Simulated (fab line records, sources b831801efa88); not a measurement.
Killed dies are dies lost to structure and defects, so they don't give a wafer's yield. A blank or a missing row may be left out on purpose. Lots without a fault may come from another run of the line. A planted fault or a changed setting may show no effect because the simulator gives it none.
fab line records | flow sfq_line
record lots=7 wafers=21 last_day=93
route steps=325 shown JJ@193 M5@198 A5B@209 R5@212 I5@228 M8@325
lots that met no fault: from a run of the same line without faults
start_h: hours from the record's first day to the start of the lot's first wafer shown | wait_h: hours since the lot's step before | " the same as in the row above | L1.1+2: a row that stands for several wafers | - no value, or no start given | * or withheld: withheld | < > ~ a bound
route shown NAME@n: a module of which the file shows steps, and the number in the route of the first | usual: mean/standard deviation of fault-free wafers | same: alike in all rows | chamber/n: place in a boat | sites: the reading at each site | _std_site: their standard deviation | _edge_site: outer sites' mean less inner sites' | radius_mm: how far each site lies from the wafer's centre | mask NAME#n: copy n | behind: the tool/chamber that last shaped the wafer | hold: why the lot was held/for how many hours/how that ended | device: the transistor (n, p or np) that didn't switch | end of line: the same wafers' tests at the end of the route | a step without rows: its recipe alone | killed: dies lost to structure and defects at the first sort, not the wafer's yield | map: a wafer's dies, x killed, . not, _ none there
set.NAME: the setting as run; set.NAME@STEP: as run at that earlier step | model.NAME: the simulator's own value behind a step, which no gauge read
lots at some steps of the route; a table a step, a row a wafer
services: from which hour (start_h, from the record's first day; less than 0 if before it) a tool's chamber was out of use, for how many hours, and why
## steps
# step SFQ_TRILAYER_JJ_CE_BARC_OPEN_RIE_150
# recipe mask_material=PR chemistry=O2 target_depth_nm=240 target=BARC icp_w=600 bias_w=80 pressure_mtorr=10 time_s=80
# step SFQ_TRILAYER_JJ_CE_ETCH_RIE_118
# recipe target=Nb stop_on=Al2O3 mask_material=PR taper_deg=13.257 over_etch_frac=0.15 time_s=97.7 chemistry=SF6 target_depth_nm=170 icp_w=600 bias_w=80 pressure_mtorr=10
# step SFQ_TRILAYER_JJ_ANODIZE_ANODIZE_119
# recipe current_density_ma_cm2=withheld end_current_density_ma_cm2=withheld bath_temp_c=withheld
# step SFQ_TRILAYER_JJ_CE_STRIP_STRIP_120
# recipe gas=O2 power_w=200 platen_temp_c=40 overash_fraction=0.65 chemistry=O2 pressure_mtorr=50
# usual chamber_pressure_mTorr=50.00/0.041 drypump_motor_current_A=5.89/0.3 oes_product_au=0.997/0.0073
# columns lot.wafer tool chamber start_h wait_h chamber_pressure_mTorr drypump_motor_current_A oes_product_au rf_hours_counter_h
L836.1 rie_metal-01 1 1232.51 0.0 50.02 5.94 0.998 92
L836.4 " 1 " " 50.05 5.94 0.997 -
L836.5 " 1 " " 50.04 5.94 0.999 -
L837.1 rie_metal-04 0 1295.11 0.0 50.08 5.69 0.987 109
L837.3 " 1 " " 49.98 6.27 0.998 -
L837.4 " 0 " " 50.06 5.67 1.001 -
L851.1 rie_metal-04 1 1473.99 0.0 50.03 6.24 1.004 102
L851.2 " 0 " " 49.97 5.65 0.996 9
L851.3 " 1 " " 49.99 6.25 1.009 -
L852.1 rie_metal-04 1 1476.46 0.0 50.03 6.23 1.005 102
L852.5 " 1 " " 49.96 6.24 1.015 -
L852.6 " 0 " " 49.98 5.73 0.994 -
L853.1 rie_metal-04 0 1477.72 0.0 49.92 5.65 0.992 9
L853.2 " 1 " " 49.94 6.29 0.997 102
L853.3 " 1 " " 50.04 6.25 1.004 -
L854.1 rie_metal-03 0 1478.86 0.0 50.03 5.43 1.001 98
L854.3 " 1 " " 50.02 6.29 0.997 -
L854.6 " 0 " " 50.06 5.44 0.996 -
L856.2 rie_metal-03 1 1481.25 0.0 50.07 6.27 0.992 59
L856.4 " 1 " " 50.01 6.27 0.996 -
L856.5 " 0 " " 49.98 5.44 0.998 -
# step SFQ_TRILAYER_JJ_CE_STRIP_SOLV_CLEAN_121
# recipe chemistry=NMP temp_c=70 time_s=600
# step SFQ_TRILAYER_M5_LITHO_COAT_128
# recipe resist=BARC spin_rpm=3000 resist_thk_nm=62
# step SFQ_TRILAYER_M5_LITHO_COAT_123
# recipe resist=KrF spin_rpm=3000 resist_thk_nm=600
# step SFQ_TRILAYER_M5_LITHO_SOFTBAKE_127
# recipe temp_c=withheld time_s=withheld resist=KrF
# step SFQ_TRILAYER_M5_LITHO_EXPOSE_124
# recipe mask_id=M5 na=0.6 source_shape=conventional sigma_outer=0.65 target_cd_nm=700 dose_mj=14.4
# step SFQ_TRILAYER_M5_LITHO_PEB_126
# recipe peb_temp_c=115 peb_time_s=60 resist=KrF
# step SFQ_TRILAYER_M5_LITHO_DEVELOP_125
# recipe time_s=60 resist=KrF
# step SFQ_M5_OVL_MEAS_932
# usual M5_OVL=2/6.6
# columns lot.wafer tool chamber start_h wait_h M5_OVL[nm]
L836.1 overlay-01 - 1355.81 0.1 4
L836.4 " - " " 0
L836.5 " - " " 5
L837.1 overlay-01 - 1411.13 0.1 0
L837.3 " - " " -3
L837.4 " - " " -1
L851.1 overlay-01 - 1584.79 0.1 2
L851.2 " - " " -8
L851.3 " - " " 1
L852.1 overlay-01 - 1587.19 0.1 6
L852.5 " - " " 7
L852.6 " - " " 14
L853.1 overlay-01 - 1588.39 0.1 7
L853.2 " - " " 3
L853.3 " - " " 9
L854.1 overlay-01 - 1589.59 0.1 4
L854.3 " - " " 6
L854.6 " - " " 1
L856.2 overlay-01 - 1594.40 0.1 1
L856.4 " - " " -1
L856.5 " - " " 2
# step SFQ_TRILAYER_M5_BARC_OPEN_METAL_ETCH_161
# recipe mask_material=PR chemistry=O2 target_depth_nm=125 target=BARC icp_w=600 bias_w=80 pressure_mtorr=10 time_s=41.7
# usual bias_w=80.00/0.23 chamber_pressure_mTorr=10.000/0.0081 drypump_motor_current_A=6.2/0.42 oes_product_au=0.685/0.0049
# columns lot.wafer tool chamber start_h wait_h bias_w chamber_pressure_mTorr drypump_motor_current_A oes_product_au rf_hours_counter_h model.KrF_of_TRILAYER_M5_LITHO_COAT_123.thk_nm
L836.1 rie_metal-02 0 1355.84 0.0 79.87 9.991 6.4 0.694 123 523.2
L836.4 " 0 " " 80.10 10.000 6.4 0.692 - 522.1
L836.5 " 0 " " 80.46 10.026 6.4 0.685 - 523.1
L837.1 rie_metal-01 0 1411.16 0.0 80.03 9.980 5.7 0.691 42 518.5
L837.3 " 1 " " 79.92 9.993 5.9 0.685 - 521.2
L837.4 " 0 " " 80.14 10.003 5.8 0.671 - 519
L851.1 rie_metal-01 1 1584.83 0.0 - - - - - 573.9
L851.2 " 0 " " - - - - - 577
L851.3 " 0 " " - - - - - 575.3
L852.1 rie_metal-04 1 1587.23 0.0 - - - - - 576.4
L852.5 " 1 " " - - - - - 575.3
L852.6 " 0 " " - - - - - 576
L853.1 rie_metal-02 1 1588.43 0.0 - - - - - 573.9
L853.2 " 0 " " - - - - - 574.7
L853.3 " 0 " " - - - - - 572.7
L854.1 rie_metal-04 1 1589.63 0.0 79.99 10.007 6.2 0.691 118 522.7
L854.3 " 0 " " 79.99 10.007 5.7 0.689 - 525.6
L854.6 " 1 " " 79.56 10.001 6.3 0.690 - 522.9
L856.2 rie_metal-02 1 1594.45 0.0 80.03 9.987 6.8 0.694 - 524.4
L856.4 " 1 " " 80.02 10.016 6.8 0.687 - 522.9
L856.5 " 1 " " 80.15 9.990 6.8 0.681 - 524.7
# step SFQ_TRILAYER_M5_ETCH_METAL_ETCH_126
# recipe target=Nb stop_on=SiO2 mask_material=PR over_etch_frac=0.15 time_s=203.2 chemistry=Cl2/BCl3 target_depth_nm=265 icp_w=600 bias_w=80 pressure_mtorr=10
# usual bias_w=79.98/0.26 chamber_pressure_mTorr=10.001/0.0093 drypump_motor_current_A=6.2/0.42 oes_product_au=0.727/0.0057
# columns lot.wafer tool chamber start_h wait_h bias_w chamber_pressure_mTorr drypump_motor_current_A oes_product_au rf_hours_counter_h model.KrF_of_TRILAYER_M5_LITHO_COAT_123.thk_nm
L836.1 rie_metal-02 0 1355.90 0.0 80.04 9.999 6.4 0.726 123 370.5
L836.4 " 0 " " 80.02 10.007 6.4 0.728 - 369.9
L836.5 " 0 " " 80.13 10.005 6.4 0.732 - 371
L837.1 rie_metal-01 0 1411.22 0.0 80.56 10.003 5.7 0.730 42 367.5
L837.3 " 1 " " 79.87 10.005 5.9 0.728 - 370.7
L837.4 " 0 " " 80.00 9.992 5.7 0.737 - 368.2
L851.1 rie_metal-01 1 1584.89 0.0 80.53 9.998 5.9 0.380 7 420.6
L851.2 " 0 " " 79.70 9.985 5.7 0.370 68 425.2
L851.3 " 0 " " 79.74 9.990 5.7 0.377 - 421.1
L852.1 rie_metal-04 1 1587.29 0.0 80.09 9.998 6.2 0.370 117 425
L852.5 " 1 " " 79.83 9.998 6.2 0.378 - 424.9
L852.6 " 0 " " 79.87 10.006 5.7 0.374 - 427.3
L853.1 rie_metal-02 1 1588.49 0.0 80.05 10.005 6.8 0.363 67 420.5
L853.2 " 0 " " 80.02 9.988 6.4 0.365 14 422.5
L853.3 " 0 " " 80.10 10.004 6.4 0.375 - 421.7
L854.1 rie_metal-04 1 1589.69 0.0 79.62 10.010 6.3 0.729 118 369.6
L854.3 " 0 " " 79.92 10.012 5.6 0.729 - 375.8
L854.6 " 1 " " 79.65 9.996 6.3 0.725 - 369.3
L856.2 rie_metal-02 1 1594.61 0.1 79.97 10.015 6.8 0.731 - 370.9
L856.4 " 1 " " 79.85 10.000 6.8 0.725 - 369.8
L856.5 " 1 " " 79.74 10.014 6.8 0.727 - 372
# step SFQ_TRILAYER_M5_STRIP_STRIP_127
# recipe gas=O2 power_w=200 platen_temp_c=40 overash_fraction=0.65 chemistry=O2 pressure_mtorr=50
# step SFQ_TRILAYER_M5_STRIP_SOLV_CLEAN_128
# recipe chemistry=NMP temp_c=70 time_s=600
# step SFQ_TRILAYER_A5B_DEP_PECVD_129
# recipe material=SiO2 temp_c=150 time_s=133.33 pressure_torr=2.4 rf_w=183.3 precursor=SiH4/N2O target_thk_nm=600
# step SFQ_TRILAYER_A5B_CMP_CMP_130
# recipe stop_on=Nb down_force_psi=3 platen_rpm=60 target_thk_nm=340.7
# step SFQ_TRILAYER_A5B_METRO_MEASURE_131
# step SFQ_TRILAYER_R5_DEP_SPUTTER_132
# recipe material=Ti base_pressure_pa=1.33e-06 target_thk_nm=5 power_w=2000 time_s=5 chamber_pressure_pa=0.4
# usual throttle_valve_pct=29.9/0.84
# columns lot.wafer tool chamber start_h wait_h throttle_valve_pct
L836.1 pvd_sputter-05 - 1361.16 1.0 30.6
L836.4 " - " " 30.1
L836.5 " - " " 29.4
L837.1 pvd_sputter-05 - 1416.48 1.0 30.5
L837.3 " - " " 31.0
L837.4 " - " " 30.1
L851.1 pvd_sputter-05 - 1591.35 1.0 29.3
L851.2 " - " " 31.0
L851.3 " - " " 30.4
L852.1 pvd_sputter-04 - 1595.55 1.0 29.3
L852.5 " - " " 30.4
L852.6 " - " " 28.7
L853.1 pvd_sputter-05 - 1598.55 1.0 30.5
L853.2 " - " " 29.6
L853.3 " - " " 30.9
L854.1 pvd_sputter-04 - 1604.35 1.0 30.0
L854.3 " - " " 31.4
L854.6 " - " " 30.5
L856.2 pvd_sputter-04 - 1607.35 0.8 29.0
L856.4 " - " " 29.3
L856.5 " - " " 28.7
# step SFQ_TRILAYER_R5_DEP_SPUTTER_133
# recipe material=MoNx base_pressure_pa=1.33e-06 target_thk_nm=40 power_w=1000 time_s=66.7 chamber_pressure_pa=0.4
# step SFQ_TRILAYER_R5_DEP_SPUTTER_134
# recipe material=Ti base_pressure_pa=1.33e-06 target_thk_nm=5 power_w=2000 time_s=5 chamber_pressure_pa=0.4
# usual throttle_valve_pct=29.9/0.85
# columns lot.wafer tool chamber start_h wait_h throttle_valve_pct
L836.1 pvd_sputter-05 - 1361.24 0.0 30.9
L836.4 " - " " 30.3
L836.5 " - " " 29.4
L837.1 pvd_sputter-05 - 1416.56 0.0 30.3
L837.3 " - " " 31.1
L837.4 " - " " 29.8
L851.1 pvd_sputter-05 - 1591.42 0.0 29.3
L851.2 " - " " 30.9
L851.3 " - " " 30.6
L852.1 pvd_sputter-04 - 1595.62 0.0 29.2
L852.5 " - " " 30.4
L852.6 " - " " 28.5
L853.1 pvd_sputter-05 - 1598.62 0.0 30.2
L853.2 " - " " 29.2
L853.3 " - " " 31.1
L854.1 pvd_sputter-04 - 1604.42 0.0 30.2
L854.3 " - " " 31.6
L854.6 " - " " 30.3
L856.2 pvd_sputter-04 - 1607.42 0.0 28.7
L856.4 " - " " 29.5
L856.5 " - " " 28.7
# step SFQ_R5_RS_MEAS_933
# recipe thk_meas_gauge=four-point-probe reads=Ti_of_TRILAYER_R5_DEP_SPUTTER_134+MoNx_of_TRILAYER_R5_DEP_SPUTTER_133+Ti_of_TRILAYER_R5_DEP_SPUTTER_132
# usual R5_MONX_RS=7.07/0.072
# columns lot.wafer tool chamber start_h wait_h R5_MONX_RS[ohm/sq]
L836.1 film_metro-03 - 1361.26 0.0 7.21
L836.4 " - " " 7.28
L836.5 " - " " 7.25
L837.1 film_metro-03 - 1416.57 0.0 7.07
L837.3 " - " " 7.11
L837.4 " - " " 7.04
L851.1 film_metro-01 - 1591.44 0.0 7.02
L851.2 " - " " 7.12
L851.3 " - " " 7.15
L852.1 film_metro-03 - 1595.64 0.0 7.01
L852.5 " - " " 6.95
L852.6 " - " " 6.99
L853.1 film_metro-01 - 1598.64 0.0 7.05
L853.2 " - " " 6.98
L853.3 " - " " 7.06
L854.1 film_metro-03 - 1604.44 0.0 7.01
L854.3 " - " " 7.08
L854.6 " - " " 7.00
L856.2 film_metro-01 - 1607.46 0.0 7.04
L856.4 " - " " 7.05
L856.5 " - " " 7.04
# step SFQ_R5_THK_MEAS_934
# recipe thk_meas_gauge=xrf reads=MoNx_of_TRILAYER_R5_DEP_SPUTTER_133
# usual R5_MONX_THK=39.8/0.47
# columns lot.wafer tool chamber start_h wait_h R5_MONX_THK[nm]
L836.1 film_metro-03 - 1361.38 0.1 38.6
L836.4 " - " " 38.3
L836.5 " - " " 38.5
L837.1 film_metro-03 - 1416.69 0.1 39.5
L837.3 " - " " 39.3
L837.4 " - " " 39.5
L851.1 film_metro-01 - 1591.56 0.1 40.4
L851.2 " - " " 39.8
L851.3 " - " " 39.5
L852.1 film_metro-03 - 1595.76 0.1 39.9
L852.5 " - " " 40.3
L852.6 " - " " 39.9
L853.1 film_metro-01 - 1598.76 0.1 40.0
L853.2 " - " " 40.7
L853.3 " - " " 40.0
L854.1 film_metro-03 - 1604.56 0.1 40.0
L854.3 " - " " 39.6
L854.6 " - " " 40.1
L856.2 film_metro-01 - 1607.57 0.1 40.2
L856.4 " - " " 40.4
L856.5 " - " " 40.1
# step SFQ_TRILAYER_R5_LITHO_COAT_141
# recipe resist=BARC spin_rpm=3000 resist_thk_nm=62
# step SFQ_TRILAYER_R5_LITHO_COAT_136
# recipe resist=KrF spin_rpm=3000 resist_thk_nm=600
# step SFQ_TRILAYER_R5_LITHO_SOFTBAKE_140
# recipe temp_c=withheld time_s=withheld resist=KrF
# step SFQ_TRILAYER_R5_LITHO_EXPOSE_137
# recipe mask_id=R5 na=0.6 source_shape=conventional sigma_outer=0.65 target_cd_nm=500 dose_mj=14.4
# usual exposure_dose_mJ_cm2=14.399/0.015 focus_offset_nm=0.0/0.52
# columns lot.wafer tool chamber start_h wait_h mask exposure_dose_mJ_cm2 focus_offset_nm
L836.1 krf_scanner-01 0 1487.12 - R5#0 14.410 -0.7
L836.4 " 0 " " R5#0 14.384 0.0
L836.5 " 0 " " R5#0 14.355 0.4
L837.1 krf_scanner-01 0 1540.75 - R5#0 14.396 0.1
L837.3 " 0 " " R5#0 14.414 -0.4
L837.4 " 0 " " R5#0 14.395 -0.7
L851.1 krf_scanner-01 - 1605.11 - R5#0 - -
L851.2 " - " " R5#0 - -
L851.3 " - " " R5#0 - -
L852.1 krf_scanner-01 - 1693.46 - R5#0 - -
L852.5 " - " " R5#0 - -
L852.6 " - " " R5#0 - -
L853.1 krf_scanner-01 - 1695.86 - R5#0 - -
L853.2 " - " " R5#0 - -
L853.3 " - " " R5#0 - -
L854.1 krf_scanner-01 0 1698.26 - R5#0 14.390 0.0
L854.3 " 0 " " R5#0 14.421 0.4
L854.6 " 0 " " R5#0 14.391 2.0
L856.2 krf_scanner-01 0 1700.86 - R5#0 14.398 -0.4
L856.4 " 0 " " R5#0 14.388 0.2
L856.5 " 0 " " R5#0 14.422 0.6
# step SFQ_TRILAYER_R5_LITHO_PEB_139
# recipe peb_temp_c=115 peb_time_s=60 resist=KrF
# step SFQ_TRILAYER_R5_LITHO_DEVELOP_138
# recipe time_s=60 resist=KrF
# step SFQ_R5_OVL_MEAS_935
# usual R5_OVL=-5/5.6
# columns lot.wafer tool chamber start_h wait_h R5_OVL[nm]
L836.1 overlay-01 - 1488.62 0.1 0
L836.4 " - " " 0
L836.5 " - " " -3
L837.1 overlay-02 - 1542.25 0.1 -8
L837.3 " - " " -8
L837.4 " - " " -7
L851.1 overlay-02 - 1606.61 0.1 -
L851.2 " - " " -
L851.3 " - " " -
L852.1 overlay-01 - 1694.96 0.1 -
L852.5 " - " " -
L852.6 " - " " -
L853.1 overlay-02 - 1697.36 0.1 -
L853.2 " - " " -
L853.3 " - " " -
L854.1 overlay-02 - 1699.76 0.1 -5
L854.3 " - " " -9
L854.6 " - " " -1
L856.2 overlay-02 - 1702.16 0.1 -9
L856.4 " - " " -7
L856.5 " - " " -7
# step SFQ_TRILAYER_R5_BARC_OPEN_METAL_ETCH_177
# recipe mask_material=PR chemistry=O2 target_depth_nm=125 target=BARC icp_w=600 bias_w=80 pressure_mtorr=10 time_s=41.7
# step SFQ_TRILAYER_R5_ETCH_METAL_ETCH_139
# recipe stop_on=SiO2 mask_material=PR chemistry=Cl2 target_depth_nm=60 icp_w=600 bias_w=80 pressure_mtorr=10 time_s=40
# step SFQ_TRILAYER_R5_STRIP_STRIP_140
# recipe gas=O2 power_w=200 platen_temp_c=40 overash_fraction=0.65 chemistry=O2 pressure_mtorr=50
# usual chamber_pressure_mTorr=50.00/0.049 drypump_motor_current_A=6.2/0.46 oes_product_au=0.998/0.0076
# columns lot.wafer tool chamber start_h wait_h chamber_pressure_mTorr drypump_motor_current_A oes_product_au rf_hours_counter_h
L836.1 rie_metal-03 1 1488.77 0.0 49.98 6.3 1.004 60
L836.4 " 0 " " 50.07 5.5 1.000 -
L836.5 " 0 " " 50.00 5.4 1.003 -
L837.1 rie_metal-03 0 1542.40 0.0 50.03 5.4 1.009 108
L837.3 " 0 " " 49.99 5.5 1.009 -
L837.4 " 1 " " 49.96 6.3 0.996 -
L851.1 rie_metal-04 1 1606.76 0.0 50.00 6.2 1.016 121
L851.2 " 0 " " 50.04 5.6 1.005 29
L851.3 " 1 " " 50.09 6.2 1.007 -
L852.1 rie_metal-02 1 1695.11 0.0 49.92 6.8 0.988 83
L852.5 " 0 " " 50.06 6.4 0.997 -
L852.6 " 1 " " 50.00 6.8 1.000 -
L853.1 rie_metal-02 1 1697.51 0.0 50.11 6.8 0.997 83
L853.2 " 0 " " 49.99 6.4 1.003 27
L853.3 " 0 " " 49.96 6.4 1.000 -
L854.1 rie_metal-03 1 1699.91 0.0 50.01 6.3 0.989 85
L854.3 " 1 " " 50.01 6.3 0.985 -
L854.6 " 0 " " 50.00 5.4 0.988 -
L856.2 rie_metal-02 0 1702.31 0.0 50.03 6.4 1.011 28
L856.4 " 0 " " 49.98 6.4 1.003 -
L856.5 " 1 " " 49.99 6.8 1.006 -
# step SFQ_TRILAYER_R5_STRIP_SOLV_CLEAN_141
# recipe chemistry=NMP temp_c=70 time_s=600
# step SFQ_TRILAYER_A5C_DEP_PECVD_142
# recipe material=SiO2 temp_c=150 time_s=15.556 pressure_torr=2.4 rf_w=183.3 precursor=SiH4/N2O target_thk_nm=70
# usual heater_power_w=83/13 showerhead_vpp_V=844/46 throttle_valve_pct=24.5/1.4
# columns lot.wafer tool chamber start_h wait_h heater_power_w showerhead_vpp_V since_wet_clean_h throttle_valve_pct
L836.1 pecvd-04 0 1489.54 0.0 93 904 912 25.0
L836.4 " 1 " " 81 869 - 24.7
L836.5 " 0 " " 91 915 - 24.8
L837.1 pecvd-01 2 1543.18 0.0 82 845 596 23.1
L837.3 " 0 " " 75 846 - 23.7
L837.4 " 2 " " 80 843 - 22.7
L851.1 pecvd-02 2 1607.53 0.0 77 854 1399 24.8
L851.2 " 1 " " 62 759 1399 26.9
L851.3 " 0 " " 106 885 1399 26.4
L852.1 pecvd-04 0 1695.88 0.0 87 912 1118 25.0
L852.5 " 2 " " 79 889 - 26.3
L852.6 " 1 " " 78 875 - 24.9
L853.1 pecvd-01 0 1698.28 0.0 86 857 751 24.2
L853.2 " 2 " " 87 840 751 23.3
L853.3 " 1 " " 83 785 751 23.1
L854.1 pecvd-02 0 1700.68 0.0 110 884 0 23.6
L854.3 " 2 " " 76 841 0 22.2
L854.6 " 0 " " 111 871 - 23.4
L856.2 pecvd-01 0 1703.08 0.0 81 848 756 24.0
L856.4 " 2 " " 73 835 - 23.5
L856.5 " 1 " " 95 777 - 23.5
# step SFQ_TRILAYER_I5_LITHO_COAT_149
# recipe resist=BARC spin_rpm=3000 resist_thk_nm=62
# step SFQ_TRILAYER_I5_LITHO_COAT_144
# recipe resist=KrF spin_rpm=3000 resist_thk_nm=650
# step SFQ_TRILAYER_I5_LITHO_SOFTBAKE_148
# recipe temp_c=withheld time_s=withheld resist=KrF
# step SFQ_TRILAYER_I5_LITHO_PEB_147
# recipe peb_temp_c=115 peb_time_s=60 resist=KrF
# step SFQ_TRILAYER_I5_LITHO_DEVELOP_146
# recipe time_s=60 resist=KrF
# step SFQ_M8_BOW_MEAS_951
# recipe mode=bow
# usual M8_BOW=8/12
# columns lot.wafer tool chamber start_h wait_h M8_BOW[um] model.etest.r5.comb_log10_ohm model.etest.m5.comb_log10_ohm model.etest.jj.g_times
L836.1 film_metro-02 - 2091.83 0.0 8 12 12 1.009
L836.4 " - " " 22 12 12 1.006
L836.5 " - " " 23 12 12 1.007
L837.1 film_metro-02 - 2093.01 0.0 23 12 12 0.9956
L837.3 " - " " 20 12 12 0.9943
L837.4 " - " " 6 12 12 0.9963
L851.1 film_metro-04 - 2172.77 0.0 -2 0 0 0
L851.2 " - " " 7 0 0 0
L851.3 " - " " 6 0 0 0
L852.1 film_metro-04 - 2205.12 0.0 14 0 0 0
L852.5 " - " " 3 0 0 0
L852.6 " - " " -2 0 0 0
L853.1 film_metro-03 - 2208.72 0.0 29 0 0 0
L853.2 " - " " 15 0 0 0
L853.3 " - " " 19 0 0 0
L854.1 film_metro-02 - 2211.79 0.0 9 12 12 0.9972
L854.3 " - " " 16 12 12 0.9974
L854.6 " - " " 28 12 12 0.9975
L856.2 film_metro-02 - 2220.23 0.0 -8 12 12 1.004
L856.4 " - " " -14 12 12 1.001
L856.5 " - " " -17 12 12 1.005
## services
# columns tool chamber start_h hours kind
krf_scanner-01 - 1212.55 1.3 pm
krf_scanner-01 - 1223.45 1.0 pm
rie_metal-02 - 1228.90 0.5 repair
rie_metal-04 - 1265.17 2.8 pm
rie_metal-04 - 1275.22 0.6 repair
krf_scanner-01 - 1277.15 0.8 pm
krf_scanner-01 - 1283.35 6.1 repair
krf_scanner-01 - 1345.78 3.1 repair
krf_scanner-01 - 1384.98 0.2 repair
krf_scanner-01 - 1391.63 1.3 pm
krf_scanner-01 - 1392.93 1.0 pm
rie_metal-02 - 1421.68 28.1 pm
rie_metal-04 1 1436.73 1.3 repair
krf_scanner-01 - 1438.03 4.0 pm
krf_scanner-01 - 1445.20 0.8 pm
rie_metal-02 - 1457.38 5.9 repair
krf_scanner-01 - 1459.30 3.8 repair
krf_scanner-01 - 1499.23 2.6 repair
rie_metal-04 1 1511.06 3.7 repair
rie_metal-04 - 1612.39 10.0 pm
rie_metal-04 0 1635.75 5.9 repair
rie_metal-04 1 1659.25 7.7 repair
pvd_sputter-05 - 1670.34 3.5 repair
rie_metal-04 - 1694.71 14.6 pm
## key
first_sign step=SFQ_TRILAYER_M5_BARC_OPEN_METAL_ETCH_161 reading=tool_record direction=missing
effect step=SFQ_TRILAYER_M5_ETCH_METAL_ETCH_126 reading=oes_product_au direction=down sigmas=62 usual=0.727 struck=0.372
effect step=SFQ_TRILAYER_R5_LITHO_EXPOSE_137 reading=tool_record direction=missing
effect step=SFQ_R5_OVL_MEAS_935 reading=R5_OVL direction=missing
model_effect step=SFQ_TRILAYER_M5_BARC_OPEN_METAL_ETCH_161 value=KrF_of_TRILAYER_M5_LITHO_COAT_123.thk_nm without=523.5 struck=575
model_effect step=SFQ_TRILAYER_M5_ETCH_METAL_ETCH_126 value=KrF_of_TRILAYER_M5_LITHO_COAT_123.thk_nm without=371.6 struck=423.2
model_effect step=SFQ_M8_BOW_MEAS_951 value=etest.r5.comb_log10_ohm without=12 struck=0
met_at SFQ_TRILAYER_M5_BARC_OPEN_METAL_ETCH_161
struck_wafers L851.1,L851.2,L851.3,L852.1,L852.5,L852.6,L853.1,L853.2,L853.3
onset_between 1411.16 1584.83
fault kind=skipped_step_whole tool=rie_metal-01,rie_metal-02,rie_metal-04 chamber=- onset_h=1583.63 steps=SFQ_TRILAYER_M5_BARC_OPEN_METAL_ETCH_161 scope=struck_lots_only
